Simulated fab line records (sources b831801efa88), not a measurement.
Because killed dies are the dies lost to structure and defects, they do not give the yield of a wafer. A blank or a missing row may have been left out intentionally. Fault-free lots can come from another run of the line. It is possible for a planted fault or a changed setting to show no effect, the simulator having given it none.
A struck lot beside a sound one	flow sky130	15 out of 708 route steps
Sound: these wafers, L663.1, L663.3, L663.6. Struck: wafers L668.1, L668.2, L668.6. The cause comes at the end.
For every step that has rows: the tool of each side, followed by ch and its chambers, followed by its first start. Under that, the readings that differ: sound wafers	struck wafers	difference of the means	sigmas: that difference in standard deviations of wafers without a fault.
alike: readings with means less than 2 such deviations apart, plus words and numbers identical on both sides. not compared: withheld readings, readings lacking a value on some wafer, bounds such as >300 that could conceal the same value, and numbers that have no deviation in the record and whose values overlap.
Wherever a step has rows on one side only, a row that says differs or no value, or a row with sigmas, the two part there. Numbers that have no deviation but don't overlap get no sigmas and don't part them. A reading missing from all wafers of one side parts the sides only when that side holds two or more wafers.

first, 3 steps without rows for these wafers: SKY_CONTACT_EXPOSE_11 (exposes mask CTM1, target cd 170 nm); SKY_CONTACT_PEB_12; SKY_CONTACT_DEVELOP_13 (develop time 60 s).
SKY_CONTACT_CD_MEAS_14: target cd 170 nm.
  sound: cd_sem-01 at day 31 04:19; struck: cd_sem-02 at day 33 03:57
reading	sound	struck	difference	sigmas
cd_nm (nm)	167.2 167.6 167.1	170.6 171.3 170.5	+3.5	+2
SKY_CONTACT_OVL_MEAS_15:
  sound: overlay-02 at day 31 04:26; struck: overlay-01 at day 33 04:04
reading	sound	struck	difference	sigmas
CONTACT_OVL (nm)	2 12 11	1 -5 -4	-11	-2
SKY_CONTACT_ETCH_16: etches BARC in N2/H2, stops on SiO2, time 45.9 s, target depth 60 nm.
  sound on rie_diel-04 ch 0,1,3, day 31 04:29; struck on rie_diel-04 ch 1,2, day 33 04:07
  alike: bias_w, drypump_motor_current_A, n2_flow_sccm, oes_product_au, throttle_valve_pct
  not compared: rf_hours_counter_h
SKY_CONTACT_ETCH_17: etches SiO2 in C4F8/O2/Ar, stops on Si3N4, target depth 340 nm.
  sound on rie_diel-04 ch 0,1,3, day 31 04:31; struck on rie_diel-04 ch 1,2, day 33 04:09
  alike: bias_w, oes_product_au
SKY_CONTACT_ETCH_18: etches Si3N4 in CHF3/O2, stops on TiN, time 39 s, target depth 75 nm.
  sound on rie_diel-04 ch 0,1,3; struck on rie_diel-04 ch 1,2
  alike: O2_flow_sccm, bias_w, drypump_motor_current_A, oes_product_au, throttle_valve_pct
  not compared: rf_hours_counter_h
SKY_CONTACT_STRIP_19: strips in O2/N2.
  sound on plasma_asher-02 ch 0,1, day 31 04:37; struck on plasma_asher-02 ch 0,1, day 33 04:14
  alike: drypump_motor_current_A, n2_flow_sccm, oes_product_au, strip_time_to_endpoint_s
  not compared: rf_hours_counter_h
then, 3 steps without rows for these wafers: SKY_CONTACT_STRIP_20 (strips in post etch residue remover, time 1200 s); SKY_CONTACT_CLEAN_21 (cleans in IPA, time 180 s); SKY_CONTACT_CLEAN_22 (cleans in O3/DIW).
SKY_CONTACT_SPUTTER_23: material TiN, target thk 20 nm, time 80 s.
  sound: pvd_sputter-03 at day 31 05:13; struck: pvd_sputter-03 at day 33 04:50
  no value came back on the struck wafers for cathode_dc_power_W (W), chamber_pressure_pa (Pa), throttle_valve_pct (%); on the sound wafers cathode_dc_power_W (W) reads 3999.4 3999.8 3998.5
SKY_CONTACT_CVD_24: deposits W, target thk 340 nm, time 102.12 s.
  sound on cvd_w-01 ch 1, day 31 05:17; struck on cvd_w-01 ch 0,1, day 33 04:54
  alike: heater_power_w
-- the record jumps here: 14 days lie between the struck wafers' starts before and after (it left off in module CONTACT and takes up again in module PAD_OPEN, whose first step shown is number 708 of the route) --
SKY_PAD_OPEN_PROBE_99:
  sound: prober-02 at day 45 09:23; struck: prober-01 at day 47 00:11
reading	sound	struck	difference	sigmas
killed_at_contacts	19 16 27	429 442 424	+411	+82
killed_dies	81 68 85	492 492 492	+414	+45
killed_on_rim	19 16 19	96 96 96	+78	+19
  alike: killed_at_M0_to_M3, killed_at_M4_up, killed_at_front_end, killed_at_other, killed_open, killed_short

## WHERE THEY PART
Last at SKY_PAD_OPEN_PROBE_99 as far as this record goes, first at SKY_CONTACT_CD_MEAS_14.

WHY: what the simulator had put in
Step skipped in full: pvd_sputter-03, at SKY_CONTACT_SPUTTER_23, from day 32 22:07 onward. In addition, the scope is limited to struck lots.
